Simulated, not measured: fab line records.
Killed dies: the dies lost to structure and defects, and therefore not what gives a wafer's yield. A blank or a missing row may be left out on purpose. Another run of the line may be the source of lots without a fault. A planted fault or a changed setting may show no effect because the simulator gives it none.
fab line records | flow sky130
record lots=12 wafers=36 last-day=50
route steps=708 shown SONOS_ONO@169 RES_PROTECT@214 PAD_OPEN@708
lots that met no fault: from a run of the same line without faults
start-h: hours from the record's first day to the start of the lot's first wafer shown | wait-h: hours elapsed since this lot's preceding step | " as in the row above | L1.1+2: a row that stands for several wafers | - value missing, or start not given | * or withheld: withheld | < > ~ a bound
route shown NAME@n: NAME is a module with steps in the file, n the number in the route of the first one | usual: mean/standard deviation of fault-free wafers | same: alike in all rows | chamber/n: place in a boat | sites: each site's reading | _std_site: standard deviation of those values | _edge_site: inner sites' mean taken away from outer sites' mean | radius-mm: how far each site lies from the wafer's centre | mask NAME#n: copy n | behind: the most recent tool/chamber to have shaped the wafer | hold: why the lot went on hold/how many hours it stayed there/how the hold came to an end | device: the transistor (n, p or np) that didn't switch | end of line: the tests these same wafers got at the end of their route | a step with no rows: only its recipe | killed: dies lost to structure and defects at the first sort, not the wafer's yield | map: per-die view of a wafer (x killed, . not killed, _ where there is no die)
set.NAME: the setting that was run; set.NAME@STEP: the one run at that earlier step | model.NAME: the simulator's own value behind a step, which no gauge read
route steps across a sampled set of lots; one table per step, one row per wafer
services: a tool's chamber out of use, with start hour (start-h, from the record's first day; less than 0 if before it), hours out, and reason
## steps
# step SKY_SONOS_ONO_THK_MEAS_01
# recipe reads=SiO2_of_SONOS_ONO_OXIDATION_00
# usual SONOS_ONO_OXIDATION_THK=2.62/0.055
# columns lot.wafer tool chamber start-h wait-h SONOS_ONO_OXIDATION_THK[nm]
L645.4 film-metro-03 - 308.71 0.0 2.59
L645.5 " - " " 2.65
L645.6 " - " " 2.61
L647.2 film-metro-01 - 317.28 0.0 2.58
L647.3 " - " " 2.59
L647.5 " - " " 2.56
L649.3 film-metro-03 - 338.56 0.0 2.66
L649.4 " - " " 2.64
L649.6 " - " " 2.69
L650.1 film-metro-04 - 343.04 0.0 2.55
L650.4 " - " " 2.55
L650.5 " - " " 2.55
L651.2 film-metro-04 - 351.95 0.0 2.55
L651.3 " - " " 2.49
L651.5 " - " " 2.59
L652.1 film-metro-01 - 364.19 0.0 2.65
L652.3 " - " " 2.62
L652.4 " - " " 2.62
L654.2 film-metro-01 - 384.57 0.0 2.69
L654.4 " - " " 2.60
L654.6 " - " " 2.59
L656.1 film-metro-01 - 388.38 0.0 2.61
L656.4 " - " " 2.59
L656.5 " - " " 2.61
L658.1 film-metro-04 - 412.53 0.0 2.66
L658.4 " - " " 2.70
L658.5 " - " " 2.66
L659.2 film-metro-04 - 423.69 0.0 2.54
L659.3 " - " " 2.49
L659.4 " - " " 2.59
L660.1 film-metro-03 - 432.46 0.0 2.64
L660.2 " - " " 2.70
L660.4 " - " " 2.73
L661.1 film-metro-03 - 443.65 0.0 2.59
L661.4 " - " " 2.59
L661.6 " - " " 2.64
# step SKY_SONOS_ONO_THK_MEAS_03
# recipe reads=Si3N4_of_SONOS_ONO_CVD_02
# usual SONOS_ONO_CVD_02_THK=10.51/0.14
# columns lot.wafer tool chamber start-h wait-h SONOS_ONO_CVD_02_THK[nm]
L645.4 film-metro-04 - 313.63 0.0 10.43
L645.5 " - " " 10.34
L645.6 " - " " 10.55
L647.2 film-metro-04 - 319.90 0.0 10.41
L647.3 " - " " 10.63
L647.5 " - " " 10.56
L649.3 film-metro-01 - 341.47 0.0 10.71
L649.4 " - " " 10.60
L649.6 " - " " 10.70
L650.1 film-metro-01 - 344.15 0.0 10.40
L650.4 " - " " 10.37
L650.5 " - " " 10.46
L651.2 film-metro-03 - 354.04 0.0 10.26
L651.3 " - " " 10.36
L651.5 " - " " 10.46
L652.1 film-metro-03 - 365.30 0.0 10.47
L652.3 " - " " 10.50
L652.4 " - " " 10.40
L654.2 film-metro-01 - 387.73 0.0 10.60
L654.4 " - " " 10.62
L654.6 " - " " 10.58
L656.1 film-metro-04 - 390.56 0.0 10.56
L656.4 " - " " 10.56
L656.5 " - " " 10.59
L658.1 film-metro-03 - 416.41 0.0 10.40
L658.4 " - " " 10.43
L658.5 " - " " 10.40
L659.2 film-metro-01 - 425.24 0.0 10.50
L659.3 " - " " 10.53
L659.4 " - " " 10.48
L660.1 film-metro-04 - 434.76 0.0 10.77
L660.2 " - " " 10.84
L660.4 " - " " 10.64
L661.1 film-metro-01 - 444.76 0.0 10.40
L661.4 " - " " 10.37
L661.6 " - " " 10.13
# step SKY_SONOS_ONO_STRIP_17
# recipe chemistry=O2/N2 power-w=1400 pressure-mtorr=1500 platen-temp-c=withheld o2-flow-sccm=3000 n2-flow-sccm=300 overash-fraction=0.5
# usual chamber-pressure-mTorr=1500.0/1.3 drypump-motor-current-A=5.8/0.46 oes-product-au=0.710/0.0043 strip-time-to-endpoint-s=14.11/0.038
# columns lot.wafer tool chamber start-h wait-h chamber-pressure-mTorr drypump-motor-current-A oes-product-au rf-hours-counter-h strip-time-to-endpoint-s
L645.4 plasma-asher-02 1 341.33 0.0 1498.6 5.1 0.706 - 14.12
L645.5 " 1 " " 1498.3 5.1 0.713 - 14.09
L645.6 " 0 " " 1499.0 6.7 0.706 - 14.04
L647.2 plasma-asher-02 0 348.50 0.0 1502.7 6.6 0.711 56 14.15
L647.3 " 1 " " 1501.2 5.1 0.701 - 14.14
L647.5 " 0 " " 1497.0 6.6 0.715 - 14.15
L649.3 plasma-asher-01 0 370.19 0.0 1503.7 5.6 0.704 - 14.12
L649.4 " 1 " " 1499.7 5.7 0.703 - 14.15
L649.6 " 0 " " 1501.1 5.6 0.716 - 14.13
L650.1 plasma-asher-01 0 373.44 0.0 1500.8 5.7 0.713 62 14.07
L650.4 " 1 " " 1499.8 5.6 0.716 - 14.07
L650.5 " 1 " " 1500.6 5.7 0.713 - 14.07
L651.2 plasma-asher-01 0 383.24 0.0 1499.8 5.6 0.717 63 14.19
L651.3 " 0 " " 1498.5 5.7 0.700 - 14.18
L651.5 " 1 " " 1498.5 5.7 0.721 - 14.16
L652.1 plasma-asher-02 0 395.04 0.0 1500.6 6.7 0.710 61 14.13
L652.3 " 0 " " 1500.2 6.6 0.707 - 14.11
L652.4 " 1 " " 1500.5 5.1 0.706 - 14.08
L654.2 plasma-asher-01 0 418.00 0.0 1501.6 5.6 0.705 67 14.09
L654.4 " 1 " " 1499.0 5.7 0.705 - 14.11
L654.6 " 1 " " 1500.2 5.6 0.706 - 14.10
L656.1 plasma-asher-03 1 422.04 0.0 1499.4 5.8 0.708 31 14.14
L656.4 " 0 " " 1498.8 6.2 0.705 - 14.14
L656.5 " 0 " " 1500.6 6.2 0.712 - 14.08
L658.1 plasma-asher-03 1 448.40 0.0 1501.1 5.8 0.704 32 14.12
L658.4 " 0 " " 1500.3 6.2 0.707 - 14.13
L658.5 " 0 " " 1500.0 6.2 0.712 - 14.15
L659.2 plasma-asher-03 1 457.39 0.0 1500.9 5.8 0.703 33 14.10
L659.3 " 1 " " 1498.9 5.8 0.711 - 14.06
L659.4 " 0 " " 1498.1 6.2 0.712 - 14.07
L660.1 plasma-asher-02 0 466.39 0.0 1499.6 6.6 0.710 67 14.07
L660.2 " 1 " " 1500.7 5.1 0.711 67 14.09
L660.4 " 1 " " 1497.7 5.1 0.709 - 14.08
L661.1 plasma-asher-03 1 477.84 0.0 1500.6 5.8 0.710 35 14.08
L661.4 " 1 " " 1501.0 5.7 0.710 - 14.04
L661.6 " 0 " " 1499.9 6.2 0.710 - 14.12
# step SKY_RES_PROTECT_STRIP_07
# recipe chemistry=O2/N2 power-w=1400 pressure-mtorr=1500 platen-temp-c=withheld o2-flow-sccm=3000 n2-flow-sccm=300 overash-fraction=0.5
# usual chamber-pressure-mTorr=1499.9/1.4 drypump-motor-current-A=5.79/0.21 oes-product-au=0.517/0.004 strip-time-to-endpoint-s=23.28/0.035
# columns lot.wafer tool chamber start-h wait-h chamber-pressure-mTorr drypump-motor-current-A oes-product-au rf-hours-counter-h strip-time-to-endpoint-s
L645.4 plasma-asher-01 1 404.20 0.1 1499.9 5.64 0.523 - 23.23
L645.5 " 0 " " 1499.3 5.64 0.518 - 23.25
L645.6 " 1 " " 1501.7 5.65 0.519 - 23.25
L647.2 plasma-asher-03 1 411.78 0.1 1501.7 5.78 0.518 29 23.32
L647.3 " 0 " " 1499.1 6.16 0.516 - 23.25
L647.5 " 0 " " 1500.6 6.14 0.514 - 23.28
L649.3 plasma-asher-04 1 440.66 0.1 - - - - -
L649.4 " 0 " " - - - - -
L649.6 " 0 " " - - - - -
L650.1 plasma-asher-03 1 440.93 0.1 - - - - -
L650.4 " 0 " " - - - - -
L650.5 " 1 " " - - - - -
L651.2 plasma-asher-04 1 448.78 0.1 - - - - -
L651.3 " 1 " " - - - - -
L651.5 " 0 " " - - - - -
L652.1 plasma-asher-04 1 466.38 0.1 1499.5 5.90 0.516 4 23.24
L652.3 " 0 " " 1501.5 5.51 0.516 - 23.29
L652.4 " 1 " " 1500.3 5.90 0.519 - 23.29
L654.2 plasma-asher-04 1 485.08 0.1 1499.5 5.91 0.515 6 23.30
L654.4 " 0 " " 1498.4 5.54 0.514 - 23.27
L654.6 " 0 " " 1500.8 5.55 0.518 - 23.27
L656.1 plasma-asher-03 1 490.63 0.1 1499.3 5.77 0.525 36 23.31
L656.4 " 0 " " 1496.9 6.21 0.518 - 23.38
L656.5 " 0 " " 1498.7 6.23 0.523 - 23.29
L658.1 plasma-asher-04 1 514.37 0.1 1501.8 5.92 0.517 8 23.34
L658.4 " 0 " " 1499.8 5.56 0.522 - 23.30
L658.5 " 0 " " 1500.5 5.54 0.528 - 23.31
L659.2 plasma-asher-04 0 526.06 0.1 1500.3 5.58 0.524 10 23.25
L659.3 " 0 " " 1501.4 5.57 0.516 - 23.23
L659.4 " 1 " " 1502.4 5.91 0.518 - 23.24
L660.1 plasma-asher-04 0 532.72 0.1 1500.9 5.59 0.518 10 23.26
L660.2 " 1 " " 1496.2 5.89 0.519 10 23.31
L660.4 " 1 " " 1500.6 5.89 0.519 - 23.33
L661.1 plasma-asher-03 0 544.67 0.1 1499.1 6.20 0.525 42 23.33
L661.4 " 0 " " 1500.5 6.21 0.517 - 23.40
L661.6 " 1 " " 1501.4 5.78 0.508 - 23.37
# step SKY_PAD_OPEN_PROBE_99
# usual killed_at_M0_to_M3=43/7.3 killed_at_M4_up=3.1/1.7 killed-at-contacts=25/5.3 killed-at-front-end=14/4.1 killed-at-other=0.3/0.56 killed-dies=85/9.4 killed-on-rim=17/4 killed-open=46/7.4 killed-short=38/5.8
# same gross-dies=492 killed-at-back-side=0
# columns lot.wafer tool chamber start-h wait-h hold killed_at_M0_to_M3 killed_at_M4_up killed-at-contacts killed-at-front-end killed-at-other killed-dies killed-on-rim killed-open killed-short
L645.4 prober-02 - 1121.90 0.2 - 42 1 22 16 0 81 13 40 39
L645.5 prober-02 - 1121.95 0.2 - 54 3 20 15 1 93 28 50 39
L645.6 prober-02 - 1122.00 0.2 - 43 2 23 11 2 81 15 33 46
L647.2 prober-02 - 1131.09 0.1 - 52 0 25 15 1 93 17 43 50
L647.3 prober-02 - 1131.14 0.2 - 42 2 30 18 1 93 23 59 34
L647.5 prober-02 - 1131.24 0.2 - 47 3 19 16 1 86 12 46 40
L649.3 prober-02 - 1145.30 0.2 await-dispo/3.2h/scrap 29 3 21 439 0 492 96 29 35
L649.4 prober-02 - 1145.35 0.2 await-dispo/3.2h/scrap 48 6 17 421 0 492 96 38 44
L649.6 prober-02 - 1145.45 0.2 await-dispo/3.2h/scrap 39 3 18 432 0 492 96 36 40
L650.1 prober-01 - 1147.45 0.1 await-dispo/3.2h/scrap 39 1 29 422 1 492 96 49 30
L650.4 prober-01 - 1147.60 0.2 await-dispo/3.2h/scrap 37 5 17 433 0 492 96 33 38
L650.5 prober-01 - 1147.65 0.2 await-dispo/3.2h/scrap 45 1 24 422 0 492 96 56 29
L651.2 prober-02 - 1150.94 0.1 await-dispo/4.0h/scrap 43 4 31 412 2 492 96 48 52
L651.3 prober-02 - 1150.99 0.2 await-dispo/4.0h/scrap 34 1 18 439 0 492 96 35 28
L651.5 prober-02 - 1151.09 0.2 await-dispo/4.0h/scrap 51 4 18 419 0 492 96 42 47
L652.1 prober-01 - 1161.66 0.1 - 46 1 21 16 0 84 12 46 38
L652.3 prober-01 - 1161.76 0.2 - 41 2 22 16 0 81 19 44 37
L652.4 prober-01 - 1161.81 0.2 - 43 2 23 15 1 84 14 52 32
L654.2 prober-01 - 1169.36 0.1 - 37 0 28 10 0 75 11 40 35
L654.4 prober-01 - 1169.46 0.2 - 46 4 20 12 0 82 20 49 33
L654.6 prober-01 - 1169.56 0.2 - 43 3 22 18 0 86 13 49 37
L656.1 prober-01 - 1176.09 0.1 - 32 2 35 9 0 78 12 42 36
L656.4 prober-01 - 1176.24 0.2 - 25 3 22 26 0 76 19 39 37
L656.5 prober-01 - 1176.29 0.2 - 40 3 25 11 0 79 18 47 32
L658.1 prober-01 - 1185.30 0.1 - 34 2 26 17 1 80 23 46 34
L658.4 prober-01 - 1185.45 0.2 - 39 4 26 12 0 81 19 45 36
L658.5 prober-01 - 1185.50 0.2 - 36 4 32 25 0 97 18 45 52
L659.2 prober-01 - 1195.69 0.1 - 36 5 23 10 0 74 15 43 31
L659.3 prober-01 - 1195.74 0.2 - 46 2 24 12 0 84 13 41 43
L659.4 prober-01 - 1195.79 0.2 - 43 1 20 14 0 78 14 50 28
L660.1 prober-02 - 1197.14 0.1 - 36 4 18 10 0 68 10 33 35
L660.2 prober-02 - 1197.19 0.1 - 36 4 28 19 0 87 15 48 37
L660.4 prober-02 - 1197.29 0.2 - 33 3 31 11 0 78 16 45 33
L661.1 prober-01 - 1204.69 0.1 - 58 2 21 12 0 93 18 51 42
L661.4 prober-01 - 1204.84 0.2 - 50 2 17 13 0 82 19 37 45
L661.6 prober-01 - 1204.94 0.2 - 39 3 29 12 0 83 15 45 38
# killed by level:class
L645.4 VIA1:geometric-particle:open=13 POLY_GATE:geometric-particle:short=6 LI_CONTACT:geometric-particle:open=6 METAL1:geometric-particle:short=6 VIA3:geometric-particle:short=6 CONTACT:geometric-particle:short=5 CONTACT:geometric-particle:open=5 VIA3:geometric-particle:open=5
L645.5 VIA1:geometric-particle:open=12 VIA3:geometric-particle:open=10 METAL1:geometric-particle:short=8 CONTACT:geometric-particle:open=6 LI_CONTACT:geometric-particle:open=5 VIA2:geometric-particle:open=5 METAL2:geometric-particle:short=5 FIELD_ISO:geometric-particle:short=4
L645.6 VIA1:geometric-particle:open=9 VIA1:geometric-particle:short=7 LI_CONTACT:geometric-particle:open=6 VIA3:geometric-particle:short=6 CONTACT:geometric-particle:short=5 VIA3:geometric-particle:open=5 FIELD_ISO:geometric-particle:short=4 LI_CONTACT:geometric-particle:short=4
L647.2 METAL1:geometric-particle:short=12 CONTACT:geometric-particle:open=10 VIA2:geometric-particle:open=8 VIA3:geometric-particle:open=8 FIELD_ISO:geometric-particle:short=5 METAL3:geometric-particle:short=5 LI_CONTACT:geometric-particle:open=5 LOCAL_INTERCONNECT:geometric-particle:short=5
L647.3 CONTACT:geometric-particle:open=12 VIA1:geometric-particle:open=11 LI_CONTACT:geometric-particle:open=10 POLY_GATE:geometric-particle:open=6 VIA3:geometric-particle:short=6 VIA2:geometric-particle:open=5 FIELD_ISO:geometric-particle:open=4 METAL1:geometric-particle:short=4
L647.5 VIA1:geometric-particle:open=11 METAL1:geometric-particle:short=9 VIA2:geometric-particle:open=9 LI_CONTACT:geometric-particle:open=7 VIA3:geometric-particle:open=5 FIELD_ISO:geometric-particle:open=4 FIELD_ISO:geometric-particle:short=4 POLY_GATE:geometric-particle:short=4
L649.3 POLY_GATE:area-cvd=428 VIA1:geometric-particle:open=7 LI_CONTACT:geometric-particle:open=6 LOCAL_INTERCONNECT:geometric-particle:short=6 CONTACT:geometric-particle:open=5 VIA3:geometric-particle:open=4 FIELD_ISO:geometric-particle:short=3 CONTACT:geometric-particle:short=3
L649.4 POLY_GATE:area-cvd=409 CONTACT:geometric-particle:open=9 METAL1:geometric-particle:short=8 VIA1:geometric-particle:short=7 VIA1:geometric-particle:open=7 METAL4:geometric-particle:short=5 VIA3:geometric-particle:open=5 METAL2:geometric-particle:short=4
L649.6 POLY_GATE:area-cvd=415 METAL1:geometric-particle:short=9 VIA1:geometric-particle:open=8 CONTACT:geometric-particle:open=6 VIA1:geometric-particle:short=6 FIELD_ISO:geometric-particle:short=5 VIA2:geometric-particle:open=5 LOCAL_INTERCONNECT:geometric-particle:short=4
L650.1 POLY_GATE:area-cvd=413 VIA1:geometric-particle:open=14 LI_CONTACT:geometric-particle:open=9 CONTACT:geometric-particle:open=7 VIA3:geometric-particle:open=6 LI_CONTACT:geometric-particle:short=5 METAL2:geometric-particle:short=4 VIA2:geometric-particle:open=4
L650.4 POLY_GATE:area-cvd=421 CONTACT:geometric-particle:open=7 POLY_GATE:geometric-particle:short=6 VIA1:geometric-particle:open=6 VIA3:geometric-particle:short=6 LI_CONTACT:geometric-particle:open=5 METAL3:geometric-particle:short=5 VIA1:geometric-particle:short=5
L650.5 POLY_GATE:area-cvd=407 VIA1:geometric-particle:open=11 LI_CONTACT:geometric-particle:open=8 VIA3:geometric-particle:open=8 FIELD_ISO:geometric-particle:open=7 VIA2:geometric-particle:open=6 POLY_GATE:geometric-particle:open=5 LOCAL_INTERCONNECT:geometric-particle:short=5
L651.2 POLY_GATE:area-cvd=392 VIA2:geometric-particle:open=9 CONTACT:geometric-particle:open=9 VIA1:geometric-particle:open=9 METAL1:geometric-particle:short=7 CONTACT:geometric-particle:short=7 FIELD_ISO:geometric-particle:short=6 LI_CONTACT:geometric-particle:open=6
L651.3 POLY_GATE:area-cvd=429 VIA1:geometric-particle:open=8 CONTACT:geometric-particle:open=7 VIA3:geometric-particle:open=6 METAL2:geometric-particle:short=6 LOCAL_INTERCONNECT:geometric-particle:short=5 FIELD_ISO:geometric-particle:open=4 CONTACT:geometric-particle:short=4
L651.5 POLY_GATE:area-cvd=403 VIA1:geometric-particle:open=13 METAL1:geometric-particle:short=8 POLY_GATE:geometric-particle:short=6 CONTACT:geometric-particle:open=6 VIA1:geometric-particle:short=6 CONTACT:geometric-particle:short=5 VIA3:geometric-particle:open=5
L652.1 VIA1:geometric-particle:open=10 LI_CONTACT:geometric-particle:open=9 VIA3:geometric-particle:open=8 POLY_GATE:geometric-particle:open=7 METAL2:geometric-particle:short=7 VIA1:geometric-particle:short=6 METAL1:geometric-particle:short=5 POLY_GATE:geometric-particle:short=4
L652.3 VIA1:geometric-particle:open=12 LI_CONTACT:geometric-particle:open=8 CONTACT:geometric-particle:open=6 POLY_GATE:geometric-particle:short=5 VIA1:geometric-particle:short=5 VIA2:geometric-particle:open=5 METAL1:geometric-particle:short=4 POLY_GATE:geometric-particle:open=4
L652.4 VIA1:geometric-particle:open=13 LI_CONTACT:geometric-particle:open=8 CONTACT:geometric-particle:open=8 VIA2:geometric-particle:open=6 VIA1:geometric-particle:short=5 FIELD_ISO:geometric-particle:open=4 LOCAL_INTERCONNECT:geometric-particle:short=4 METAL1:geometric-particle:short=4
L654.2 CONTACT:geometric-particle:open=12 VIA1:geometric-particle:open=10 FIELD_ISO:geometric-particle:short=5 LI_CONTACT:geometric-particle:open=5 METAL1:geometric-particle:short=5 VIA3:geometric-particle:short=5 CONTACT:geometric-particle:short=4 VIA2:geometric-particle:open=4
L654.4 VIA1:geometric-particle:open=11 VIA2:geometric-particle:open=9 CONTACT:geometric-particle:short=6 CONTACT:geometric-particle:open=6 LI_CONTACT:geometric-particle:open=5 FIELD_ISO:geometric-particle:open=4 METAL2:geometric-particle:short=4 METAL1:geometric-particle:short=4
L654.6 VIA1:geometric-particle:open=11 CONTACT:geometric-particle:open=7 FIELD_ISO:geometric-particle:short=6 FIELD_ISO:geometric-particle:open=6 METAL2:geometric-particle:short=6 VIA3:geometric-particle:open=6 VIA2:geometric-particle:open=6 LI_CONTACT:geometric-particle:open=4
L656.1 CONTACT:geometric-particle:open=11 CONTACT:geometric-particle:short=8 LI_CONTACT:geometric-particle:open=7 VIA1:geometric-particle:open=6 VIA2:geometric-particle:open=6 LI_CONTACT:geometric-particle:short=5 VIA1:geometric-particle:short=5 VIA3:geometric-particle:open=4
L656.4 FIELD_ISO:geometric-particle:short=8 LI_CONTACT:geometric-particle:open=7 CONTACT:geometric-particle:open=7 POLY_GATE:geometric-particle:open=5 VIA1:geometric-particle:open=5 POLY_GATE:geometric-particle:short=4 CONTACT:geometric-particle:short=4 METAL2:geometric-particle:short=4
L656.5 METAL2:geometric-particle:short=10 LI_CONTACT:geometric-particle:open=8 CONTACT:geometric-particle:open=8 LOCAL_INTERCONNECT:geometric-particle:short=7 VIA1:geometric-particle:open=6 VIA2:geometric-particle:open=6 METAL1:geometric-particle:short=5 FIELD_ISO:geometric-particle:open=4
L658.1 VIA1:geometric-particle:open=8 LI_CONTACT:geometric-particle:open=8 POLY_GATE:geometric-particle:open=7 CONTACT:geometric-particle:open=7 VIA1:geometric-particle:short=5 VIA2:geometric-particle:open=5 LOCAL_INTERCONNECT:geometric-particle:short=4 CONTACT:geometric-particle:short=4
L658.4 METAL1:geometric-particle:short=9 LI_CONTACT:geometric-particle:open=9 VIA3:geometric-particle:open=9 CONTACT:geometric-particle:open=7 VIA1:geometric-particle:open=6 POLY_GATE:geometric-particle:open=5 CONTACT:geometric-particle:short=5 METAL3:geometric-particle:short=5
L658.5 CONTACT:geometric-particle:open=12 VIA1:geometric-particle:open=12 POLY_GATE:geometric-particle:short=9 CONTACT:geometric-particle:short=7 METAL2:geometric-particle:short=6 LI_CONTACT:geometric-particle:open=6 METAL1:geometric-particle:short=6 FIELD_ISO:geometric-particle:open=5
L659.2 CONTACT:geometric-particle:open=8 VIA2:geometric-particle:open=8 LI_CONTACT:geometric-particle:open=5 METAL4:geometric-particle:short=5 LOCAL_INTERCONNECT:geometric-particle:short=4 CONTACT:geometric-particle:short=4 METAL1:geometric-particle:open=4 VIA1:geometric-particle:open=4
L659.3 METAL2:geometric-particle:short=11 CONTACT:geometric-particle:open=10 METAL1:geometric-particle:short=7 LOCAL_INTERCONNECT:geometric-particle:short=6 VIA1:geometric-particle:open=6 VIA1:geometric-particle:short=5 VIA3:geometric-particle:open=5 FIELD_ISO:geometric-particle:open=4
L659.4 CONTACT:geometric-particle:open=10 VIA1:geometric-particle:open=9 FIELD_ISO:geometric-particle:open=6 VIA3:geometric-particle:open=6 METAL2:geometric-particle:open=5 VIA2:geometric-particle:open=5 CONTACT:geometric-particle:short=4 VIA1:geometric-particle:short=4
L660.1 CONTACT:geometric-particle:short=7 VIA1:geometric-particle:open=7 VIA3:geometric-particle:open=7 CONTACT:geometric-particle:open=5 METAL1:geometric-particle:short=4 METAL4:geometric-particle:short=4 FIELD_ISO:geometric-particle:open=3 SPACER:geometric-particle:short=3
L660.2 CONTACT:geometric-particle:open=11 VIA1:geometric-particle:open=9 FIELD_ISO:geometric-particle:short=7 VIA2:geometric-particle:open=6 VIA3:geometric-particle:open=6 FIELD_ISO:geometric-particle:open=5 CONTACT:geometric-particle:short=5 LI_CONTACT:geometric-particle:open=5
L660.4 CONTACT:geometric-particle:open=11 LI_CONTACT:geometric-particle:open=8 VIA1:geometric-particle:open=7 CONTACT:geometric-particle:short=6 METAL2:geometric-particle:short=5 METAL3:geometric-particle:short=5 VIA3:geometric-particle:open=5 VIA2:geometric-particle:open=4
L661.1 VIA1:geometric-particle:open=13 VIA3:geometric-particle:open=12 CONTACT:geometric-particle:open=9 VIA1:geometric-particle:short=8 LI_CONTACT:geometric-particle:open=6 METAL1:geometric-particle:short=6 VIA2:geometric-particle:short=6 METAL2:geometric-particle:short=6
L661.4 VIA1:geometric-particle:open=11 METAL2:geometric-particle:short=10 LOCAL_INTERCONNECT:geometric-particle:short=7 METAL1:geometric-particle:short=7 CONTACT:geometric-particle:open=6 VIA1:geometric-particle:short=6 VIA3:geometric-particle:open=5 VIA2:geometric-particle:open=4
L661.6 VIA1:geometric-particle:open=11 CONTACT:geometric-particle:open=8 METAL1:geometric-particle:short=8 LI_CONTACT:geometric-particle:short=7 LI_CONTACT:geometric-particle:open=7 CONTACT:geometric-particle:short=5 METAL1:geometric-particle:open=4 VIA1:geometric-particle:short=4
## services
# columns tool chamber start-h hours kind
plasma-asher-04 - 376.45 1.0 repair
plasma-asher-03 - 395.01 2.8 pm
plasma-asher-04 - 410.64 1.4 repair
plasma-asher-02 - 410.92 3.4 repair
plasma-asher-04 - 421.25 9.0 pm
plasma-asher-04 0 421.25 9.0 vent-cycle
plasma-asher-04 1 421.25 9.0 vent-cycle
plasma-asher-03 - 425.09 14.6 pm
plasma-asher-04 0 430.25 - clean
plasma-asher-04 1 430.25 - clean
plasma-asher-02 - 445.10 0.9 repair
plasma-asher-02 - 451.31 3.3 repair
plasma-asher-04 - 471.38 4.2 repair
plasma-asher-01 - 495.52 5.9 repair
## key
first-sign step=SKY_RES_PROTECT_STRIP_07 reading=tool-record direction=missing
effect step=SKY_PAD_OPEN_PROBE_99 reading=hold direction=added
more-kills-born-at SKY_POLY_GATE_CVD_03@lpcvd-02=3717
met-at SKY_RES_PROTECT_STRIP_07
struck-lots L649,L650,L651
later-rows-left-out L649.3,L649.4,L649.6,L650.1,L650.4,L650.5,L651.2,L651.3,L651.5
tester-left-out L649,L650,L651
not-acting-at SKY_SONOS_ONO_THK_MEAS_01,SKY_SONOS_ONO_THK_MEAS_03,SKY_SONOS_ONO_STRIP_17
onset-between 411.78 440.66
fault kind=skipped-step-whole tool=plasma-asher-03,plasma-asher-04 chamber=- onset-h=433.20 steps=SKY_RES_PROTECT_STRIP_07 scope=struck-lots-only
# tester-left-out: of these lots the tester's yield and bins aren't shown, on N5 and GAA mostly nor the transistor test; their killed dies are dies lost to structure and defects alone, not to doping, threshold or leakage, so they don't give the yield
# later-rows-left-out: the simulator's readings of these wafers behind a module that went badly wrong aren't trusted and aren't shown, but for the sort
